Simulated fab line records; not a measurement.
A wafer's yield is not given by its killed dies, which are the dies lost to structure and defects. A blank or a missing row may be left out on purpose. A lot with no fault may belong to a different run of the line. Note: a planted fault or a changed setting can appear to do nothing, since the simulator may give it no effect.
fab line records | flow sky130
record: lots: 6 wafers: 18 lastDay: 50
route steps=708 shown CONTACT@418 METAL1@434 PAD_OPEN@708
lots with no fault: from the same line, run without faults
startH: hours from the record's opening day to when the first of the lot's shown wafers began | waitH: hours since the lot's step before | " as in the row above | L1.1+2: one row covering several wafers at once | - either no value or no given start | * or withheld: withheld | < > ~ a bound
route shown NAME@n: a module of which the file shows steps, and the number in the route of the first | usual: the fault-free wafers' mean and standard deviation | same: alike in all rows | chamber/n: place in a boat | sites: each site's reading | _std_site: the standard deviation of these | _edge_site: inner sites' mean taken away from outer sites' mean | radiusMm: how far each site lies from the wafer's centre | mask NAME#n: copy n | behind: the tool/chamber that last shaped the wafer | hold: reason for holding the lot/hours on hold/outcome of the hold | device: whichever transistor did not switch (one of n, p or np) | end of line: tests run on the same wafers once the route is complete | step lacking rows: just its recipe | killed: not the wafer's yield, but the dies lost to structure and defects at the first sort | map: a wafer's dies, x killed, . not, _ none there
set.NAME: the setting as run; set.NAME@STEP: as run at that earlier step | model.NAME: the simulator's own value behind a step, which no gauge read
certain route steps with their lots: each step a table, each wafer a row
services: a tool's chamber out of use, with start hour (startH, from the record's first day; less than 0 if before it), hours out, and reason
== steps ==
step: SKY_CONTACT_PEB_12
recipe: pebTempC: withheld pebTimeS: withheld resist: KrF-thick
step: SKY_CONTACT_DEVELOP_13
recipe: developTimeS: 60 resist: KrF-thick devTempC: 21
step: SKY_CONTACT_CD_MEAS_14
recipe: targetCdNm: 170
usual: cdNm: 170.2/1.5
columns lot.wafer tool chamber startH waitH cdNm
L993.2 cdSem-01 - 740.49 - 168.5
L993.4 " - " " 168.6
L993.5 " - " " 168.9
L996.2 cdSem-02 - 759.16 - 168.7
L996.3 " - " " 170.0
L996.6 " - " " 168.9
L997.1 cdSem-01 - 788.65 - 171.8
L997.4 " - " " 170.2
L997.6 " - " " 172.4
L100.1 cdSem-02 - 790.84 - 170.0
L100.2 " - " " 171.3
L100.5 " - " " 170.3
L107.1 cdSem-01 - 846.25 - 169.6
L107.4 " - " " 169.1
L107.6 " - " " 169.7
L115.2 cdSem-02 - 899.42 - 167.9
L115.5 " - " " 168.4
L115.6 " - " " 168.7
step: SKY_CONTACT_OVL_MEAS_15
usual: CONTACT_OVL: -4/5
columns lot.wafer tool chamber startH waitH CONTACT_OVL[nm]
L993.2 overlay-02 - 740.60 0.1 -13
L993.4 " - " " -4
L993.5 " - " " -6
L996.2 overlay-01 - 759.26 0.1 0
L996.3 " - " " 2
L996.6 " - " " 2
L997.1 overlay-02 - 788.77 0.1 1
L997.4 " - " " 1
L997.6 " - " " 4
L100.1 overlay-01 - 790.96 0.1 1
L100.2 " - " " -6
L100.5 " - " " -1
L107.1 overlay-02 - 846.37 0.1 -14
L107.4 " - " " -11
L107.6 " - " " -9
L115.2 overlay-02 - 899.53 0.1 2
L115.5 " - " " -3
L115.6 " - " " 1
step: SKY_CONTACT_ETCH_16
recipe: chemistry: N2/H2 target: BARC ionEnergyEv: 200 sourceW: 500 biasW: 100 pressureMtorr: 30 n2FlowSccm: 100 h2FlowSccm: 200 stopOn: SiO2 timeS: 45.9 targetDepthA: 600
usual: chamberPressureMTorr: 29.998/0.029 drypumpMotorCurrentA: 5.7/0.51 oesProductAu: 0.855/0.0047 throttleValvePct: 13.225/0.0097
columns lot.wafer tool chamber startH waitH chamberPressureMTorr drypumpMotorCurrentA oesProductAu rfHoursCounterH throttleValvePct
L993.2 rieDiel-03 0 740.63 0.0 30.033 5.8 0.849 18 13.229
L993.4 " 0 " " 30.017 5.8 0.857 - 13.222
L993.5 " 2 " " 29.981 6.6 0.862 - 13.217
L996.2 rieDiel-03 3 759.29 0.0 29.993 4.7 0.853 12 13.218
L996.3 " 0 " " 29.999 5.8 0.869 19 13.230
L996.6 " 3 " " 29.977 4.7 0.862 - 13.225
L997.1 rieDiel-02 0 788.81 0.0 29.977 5.8 0.858 6 13.225
L997.4 " 3 " " 30.008 5.7 0.849 18 13.221
L997.6 " 2 " " 29.939 5.3 0.854 - 13.231
L100.1 rieDiel-02 2 790.99 0.0 30.036 5.2 0.853 7 13.215
L100.2 " 3 " " 30.054 5.7 0.862 18 13.244
L100.5 " 1 " " 29.960 6.0 0.846 - 13.217
L107.1 rieDiel-02 0 846.41 0.0 29.981 5.8 0.858 8 13.219
L107.4 " 3 " " 30.025 5.7 0.855 - 13.217
L107.6 " 2 " " 29.920 5.2 0.858 - 13.205
L115.2 rieDiel-03 0 899.56 0.0 30.071 5.8 0.859 24 13.225
L115.5 " 0 " " 29.998 5.8 0.862 - 13.222
L115.6 " 3 " " 30.030 4.7 0.855 - 13.216
step: SKY_CONTACT_ETCH_17
recipe: target: SiO2 chemistry: C4F8/O2/Ar stopOn: Si3N4 maskMaterial: KrF-thick sourceW: 1500 biasW: 1200 pressureMtorr: 40 c4f8FlowSccm: withheld O2_flow_sccm: 6 Ar_flow_sccm: 300 timeS: withheld targetDepthA: 3400
usual: chamberPressureMTorr: 40.00/0.04 oesProductAu: 0.892/0.005
columns lot.wafer tool chamber startH waitH chamberPressureMTorr oesProductAu
L993.2 rieDiel-03 0 740.67 0.0 39.98 0.900
L993.4 " 0 " " 39.98 0.896
L993.5 " 2 " " 40.10 0.890
L996.2 rieDiel-03 3 759.33 0.0 39.91 0.901
L996.3 " 0 " " 40.00 0.889
L996.6 " 3 " " 39.95 0.897
L997.1 rieDiel-02 0 788.85 0.0 40.00 0.895
L997.4 " 3 " " 39.98 0.895
L997.6 " 2 " " 40.05 0.891
L100.1 rieDiel-02 2 791.03 0.0 39.97 0.895
L100.2 " 3 " " 39.99 0.888
L100.5 " 1 " " 39.97 0.878
L107.1 rieDiel-02 0 846.45 0.0 39.96 0.889
L107.4 " 3 " " 40.01 0.891
L107.6 " 2 " " 40.07 0.891
L115.2 rieDiel-03 0 899.60 0.0 39.96 0.886
L115.5 " 0 " " 39.94 0.898
L115.6 " 3 " " 39.99 0.899
step: SKY_CONTACT_ETCH_18
recipe: target: Si3N4 chemistry: CHF3/O2 stopOn: TiN sourceW: 600 biasW: 200 pressureMtorr: 40 chf3FlowSccm: 50 O2_flow_sccm: 5 timeS: 39 targetDepthA: 750
step: SKY_CONTACT_STRIP_19
recipe: chemistry: O2/N2 powerW: 1400 pressureMtorr: 1500 platenTempC: withheld o2FlowSccm: 3000 n2FlowSccm: 300 overashFraction: 0.5
usual: chamberPressureMTorr: 1499.8/1.5 drypumpMotorCurrentA: 5.5/0.44 oesProductAu: 0.380/0.0047 stripTimeToEndpointS: 3.608/0.023
columns lot.wafer tool chamber startH waitH chamberPressureMTorr drypumpMotorCurrentA oesProductAu rfHoursCounterH stripTimeToEndpointS
L993.2 plasmaAsher-03 0 740.76 - 1497.4 4.9 0.378 91 3.636
L993.4 " 1 " " 1499.4 5.9 0.378 - 3.636
L993.5 " 1 " " 1501.1 5.9 0.377 - 3.622
L996.2 plasmaAsher-02 0 759.42 - 1501.1 5.6 0.383 65 3.608
L996.3 " 0 " " 1501.4 5.7 0.390 - 3.607
L996.6 " 0 " " 1498.3 5.7 0.377 - 3.610
L997.1 plasmaAsher-02 0 788.94 - 1499.9 5.6 0.386 68 3.614
L997.4 " 1 " " 1499.4 5.3 0.388 - 3.633
L997.6 " 0 " " 1502.1 5.6 0.381 - 3.641
L100.1 plasmaAsher-03 0 791.12 - 1502.0 4.9 0.383 96 3.632
L100.2 " 1 " " 1500.0 5.9 0.371 96 3.581
L100.5 " 1 " " 1499.9 5.9 0.379 - 3.596
L107.1 plasmaAsher-02 1 846.54 - 1501.3 5.4 0.386 75 3.590
L107.4 " 0 " " 1498.2 5.6 0.382 - 3.610
L107.6 " 0 " " 1498.0 5.6 0.378 - 3.657
L115.2 plasmaAsher-02 1 899.69 - 1498.9 5.3 0.382 80 3.594
L115.5 " 1 " " 1500.7 5.3 0.376 - 3.589
L115.6 " 0 " " 1502.1 5.6 0.380 - 3.590
step: SKY_CONTACT_STRIP_20
recipe: chemistry: postEtchResidueRemover timeS: 1200 tempC: 72.5
step: SKY_CONTACT_CLEAN_21
recipe: chemistry: IPA timeS: 180 tempC: 25
step: SKY_CONTACT_CLEAN_22
recipe: chemistry: O3/DIW dry: n2Spin
step: SKY_CONTACT_SPUTTER_23
recipe: material: TiN targetThkNm: 20 chamberPressurePa: 5 powerW: 4000 timeS: 80
usual: chamberPressurePa: 5.000/0.011 throttleValvePct: 30.0/1.1
columns lot.wafer tool chamber startH waitH chamberPressurePa throttleValvePct
L993.2 pvdSputter-01 - 741.36 0.0 5.009 31.2
L993.4 " - " " 4.988 28.4
L993.5 " - " " 5.005 30.7
L996.2 pvdSputter-01 - 760.03 0.0 5.013 29.3
L996.3 " - " " 5.007 31.2
L996.6 " - " " 5.003 29.0
L997.1 pvdSputter-01 - 789.57 0.0 4.990 31.0
L997.4 " - " " 5.014 28.9
L997.6 " - " " 5.019 28.9
L100.1 pvdSputter-03 - 791.73 0.0 5.004 31.0
L100.2 " - " " 5.004 29.6
L100.5 " - " " 4.991 29.2
L107.1 pvdSputter-03 - 847.13 0.0 4.999 29.6
L107.4 " - " " 4.994 29.9
L107.6 " - " " 4.994 31.3
L115.2 pvdSputter-03 - 900.28 0.0 4.996 29.4
L115.5 " - " " 5.004 31.1
L115.6 " - " " 5.015 29.2
step: SKY_CONTACT_CVD_24
recipe: material: W targetThkNm: 340 timeS: 102.12 tempC: 400 pressureTorr: 40
usual: chamberPressureTorr: 40.01/0.089 heaterPowerW: 866/88
columns lot.wafer tool chamber startH waitH chamberPressureTorr heaterPowerW model.W_of_CONTACT_CVD_24.thkNm
L993.2 cvdW-01 1 741.42 0.0 40.10 1049 344.2
L993.4 " 1 " " 40.04 1019 344.9
L993.5 " 0 " " 39.99 811 344.2
L996.2 cvdW-02 1 760.09 0.0 40.06 841 407.1
L996.3 " 0 " " 40.17 796 342.4
L996.6 " 1 " " 40.10 839 404
L997.1 cvdW-01 1 789.63 0.0 39.99 1081 343.3
L997.4 " 0 " " 39.98 805 336.6
L997.6 " 0 " " 40.00 810 338.1
L100.1 cvdW-02 1 791.79 0.0 40.11 857 407.5
L100.2 " 0 " " 39.89 801 336
L100.5 " 0 " " 39.99 847 334.8
L107.1 cvdW-01 0 847.19 0.0 40.02 846 341.3
L107.4 " 1 " " 40.12 1037 343.9
L107.6 " 0 " " 39.95 820 336.9
L115.2 cvdW-02 1 900.34 0.0 39.87 862 336.5
L115.5 " 0 " " 39.90 809 337.7
L115.6 " 1 " " 40.00 864 339.2
step: SKY_CONTACT_RS_MEAS_25
recipe: thkMeasGauge: four-point-probe reads: W_of_CONTACT_CVD_24+TiN_of_CONTACT_SPUTTER_23
usual: CONTACT_W_RS: 0.3371/0.003
columns lot.wafer tool chamber startH waitH CONTACT_W_RS[ohm/sq]
L993.2 filmMetro-03 - 741.55 0.1 0.3332
L993.4 " - " " 0.3323
L993.5 " - " " 0.3332
L996.2 filmMetro-03 - 760.22 0.1 0.2812
L996.3 " - " " 0.3342
L996.6 " - " " 0.2829
L997.1 filmMetro-04 - 789.74 0.1 0.3347
L997.4 " - " " 0.3410
L997.6 " - " " 0.3398
L100.1 filmMetro-04 - 791.90 0.1 0.2811
L100.2 " - " " 0.3414
L100.5 " - " " 0.3428
L107.1 filmMetro-03 - 847.30 0.1 0.3360
L107.4 " - " " 0.3333
L107.6 " - " " 0.3404
L115.2 filmMetro-04 - 900.47 0.1 0.3406
L115.5 " - " " 0.3397
L115.6 " - " " 0.3384
step: SKY_CONTACT_THK_MEAS_26
recipe: thkMeasGauge: xrf reads: W_of_CONTACT_CVD_24
usual: CONTACT_W_THK: 338/5
columns lot.wafer tool chamber startH waitH CONTACT_W_THK[nm]
L993.2 filmMetro-03 - 741.66 0.1 336
L993.4 " - " " 338
L993.5 " - " " 337
L996.2 filmMetro-03 - 760.33 0.1 399
L996.3 " - " " 337
L996.6 " - " " 397
L997.1 filmMetro-04 - 789.86 0.1 343
L997.4 " - " " 338
L997.6 " - " " 339
L100.1 filmMetro-04 - 792.02 0.1 406
L100.2 " - " " 334
L100.5 " - " " 333
L107.1 filmMetro-03 - 847.42 0.1 332
L107.4 " - " " 334
L107.6 " - " " 330
L115.2 filmMetro-04 - 900.58 0.1 339
L115.5 " - " " 339
L115.6 " - " " 340
step: SKY_CONTACT_CMP_27
recipe: stopOn: SiO2 tOverpolishS: 15 downForcePsi: 3.5 platenRpm: 60 targetThkNm: 0 padVelocityMS: 0.94248
usual: motorCurrentA: 10.8/0.8 timeToEndpointS: 81.6/2.3
columns lot.wafer tool chamber startH waitH motorCurrentA timeToEndpointS
L993.4 cmp-01 0 741.71 0.0 11.0 82.9
L993.2 " 1 " " 9.9 86.6
L993.5 " 1 " " 9.9 82.5
L996.3 cmp-01 1 760.38 0.0 9.9 81.1
L996.2 " 0 " " 12.1 95.8
L996.6 " 2 " " 10.1 92.9
L997.1 cmp-02 0 789.92 0.1 10.6 83.1
L997.4 " 2 " " 10.3 81.8
L997.6 " 0 " " 10.5 83.3
L100.2 cmp-02 1 792.13 0.1 12.1 82.7
L100.1 " 3 " " 11.4 98.2
L100.5 " 1 " " 11.8 80.1
L107.4 cmp-02 2 847.58 0.1 10.2 80.1
L107.1 " 3 " " 11.5 84.9
L107.6 " 1 " " 12.3 79.3
L115.2 cmp-01 2 900.73 0.1 10.1 78.9
L115.5 " 0 " " 11.2 78.4
L115.6 " 1 " " 9.9 82.4
step: SKY_METAL1_SPUTTER_00
recipe: material: Ti targetThkNm: 15 powerW: 3000 timeS: 10 chamberPressurePa: 0.4
usual: chamberPressurePa: 0.4000/0.00077 throttleValvePct: 29.9/0.96
columns lot.wafer tool chamber startH waitH chamberPressurePa throttleValvePct
L993.2 pvdSputter-03 - 742.01 0.2 0.3996 29.4
L993.4 " - " " 0.4004 29.1
L993.5 " - " " 0.3986 29.6
L996.2 pvdSputter-01 - 760.68 0.1 0.4006 30.8
L996.3 " - " " 0.4000 29.2
L996.6 " - " " 0.4005 31.1
L997.1 pvdSputter-03 - 790.22 0.2 0.3997 30.0
L997.4 " - " " 0.3995 29.2
L997.6 " - " " 0.4017 29.6
L100.1 pvdSputter-04 - 792.38 0.1 0.4003 30.5
L100.2 " - " " 0.4012 28.5
L100.5 " - " " 0.4001 30.8
L107.1 pvdSputter-01 - 847.78 0.1 0.4007 28.5
L107.4 " - " " 0.4007 31.2
L107.6 " - " " 0.3991 31.0
L115.2 pvdSputter-01 - 900.93 0.1 0.3984 28.5
L115.5 " - " " 0.4005 30.6
L115.6 " - " " 0.3994 28.9
step: SKY_PAD_OPEN_PROBE_99
usual: killed_at_M0_to_M3: 44/6.8 killed_at_M4_up: 3.1/1.9 killedAtContacts: 25/5.9 killedAtFrontEnd: 15/4.3 killedAtOther: 0.2/0.51 killedDies: 87/11 killedOpen: 47/7.9 killedShort: 39/6.4
same: grossDies: 492 killedAtBackSide: 0
columns lot.wafer tool chamber startH waitH killed_at_M0_to_M3 killed_at_M4_up killedAtContacts killedAtFrontEnd killedAtOther killedDies killedOpen killedShort
L996.2 prober-02 - 1096.70 0.1 45 6 25 16 0 92 49 43
L996.3 prober-02 - 1096.75 0.2 56 2 19 16 0 93 46 47
L996.6 prober-02 - 1096.90 0.2 52 1 21 17 0 91 51 40
L100.1 prober-02 - 1120.34 0.1 44 3 28 10 0 85 49 36
L100.2 prober-02 - 1120.39 0.1 34 2 20 11 2 69 40 29
L100.5 prober-02 - 1120.54 0.2 48 2 29 14 0 93 55 38
killed by level:class
L996.2 VIA1:geometricParticle:open=18 CONTACT:geometricParticle:open=9 POLY_GATE:geometricParticle:short=8 LI_CONTACT:geometricParticle:open=6 LI_CONTACT:geometricParticle:short=5 VIA3:geometricParticle:open=5 METAL4:geometricParticle:short=5 VIA2:geometricParticle:short=4
L996.3 VIA1:geometricParticle:open=11 CONTACT:geometricParticle:short=9 VIA2:geometricParticle:open=9 METAL1:geometricParticle:short=8 VIA3:geometricParticle:short=7 VIA1:geometricParticle:short=7 FIELD_ISO:geometricParticle:short=5 LI_CONTACT:geometricParticle:open=5
L996.6 VIA1:geometricParticle:open=15 CONTACT:geometricParticle:open=10 VIA3:geometricParticle:open=8 METAL1:geometricParticle:short=7 VIA2:geometricParticle:open=7 VIA1:geometricParticle:short=6 POLY_GATE:geometricParticle:short=5 FIELD_ISO:geometricParticle:short=4
L100.1 CONTACT:geometricParticle:open=15 VIA1:geometricParticle:open=9 LI_CONTACT:geometricParticle:open=7 METAL1:geometricParticle:short=6 VIA1:geometricParticle:short=6 VIA2:geometricParticle:open=6 METAL2:geometricParticle:short=4 VIA3:geometricParticle:open=4
L100.2 VIA1:geometricParticle:open=9 CONTACT:geometricParticle:open=9 METAL2:geometricParticle:short=6 POLY_GATE:geometricParticle:open=5 VIA3:geometricParticle:open=5 LI_CONTACT:geometricParticle:open=4 CONTACT:geometricParticle:short=3 VIA1:geometricParticle:short=3
L100.5 VIA1:geometricParticle:open=15 FIELD_ISO:geometricParticle:open=9 LI_CONTACT:geometricParticle:open=9 CONTACT:geometricParticle:open=8 VIA2:geometricParticle:open=8 METAL2:geometricParticle:short=7 CONTACT:geometricParticle:short=6 LOCAL_INTERCONNECT:geometricParticle:short=4
== services ==
columns tool chamber startH hours kind
cmp-01 - 723.94 0.3 repair
rieDiel-03 1 734.82 10.1 repair
cvdW-01 - 739.02 0.3 repair
cmp-02 - 744.03 4.0 pm
rieDiel-02 3 757.65 10.9 repair
pvdSputter-04 - 761.69 1.8 repair
rieDiel-03 3 765.11 2.9 repair
cvdW-01 1 769.54 10.9 repair
plasmaAsher-03 - 777.19 2.8 pm
rieDiel-03 1 797.16 - clean
rieDiel-02 0 815.64 8.6 repair
cmp-02 - 818.41 2.4 repair
cmp-02 - 820.82 7.1 pm
rieDiel-03 - 824.77 0.7 repair
plasmaAsher-03 - 826.17 1.5 repair
rieDiel-03 - 832.46 14.6 pm
pvdSputter-04 - 838.04 3.4 repair
rieDiel-02 2 857.99 24.4 repair
cvdW-01 - 865.53 6.0 pm
cvdW-02 - 881.62 6.9 pm
cvdW-01 - 889.56 6.9 pm
rieDiel-03 3 894.22 4.1 repair
plasmaAsher-02 - 895.24 0.4 repair
rieDiel-03 2 897.71 4.5 repair
== key ==
firstSign: step: SKY_CONTACT_RS_MEAS_25 reading: CONTACT_W_RS direction: down sigmas: 19 usual: 0.3371 struck: 0.2818
effect: step: SKY_CONTACT_THK_MEAS_26 reading: CONTACT_W_THK direction: up sigmas: 12 usual: 338 struck: 401
effect: step: SKY_CONTACT_CMP_27 reading: timeToEndpointS direction: up sigmas: 6 usual: * struck: *
modelEffect: step: SKY_CONTACT_CVD_24 value: W_of_CONTACT_CVD_24.thkNm without: 339.9 struck: 406.2
metAt SKY_CONTACT_CVD_24
struckWafers L996.2,L996.6,L100.1
testerLeftOut L996,L100
fault: kind: processParameterDrift tool: cvdW-02 chamber: 1 onsetH: 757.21 steps: SKY_CONTACT_CVD_24 channel: targetThkNm offset: 66.323 shape: step endH: 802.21 actsIn: theseRecipesOnly stated: 340
testerLeftOut: of these lots the tester's yield and bins aren't shown, on N5 and GAA mostly nor the transistor test; their killed dies are dies lost to structure and defects alone, not to doping, threshold or leakage, so they don't give the yield
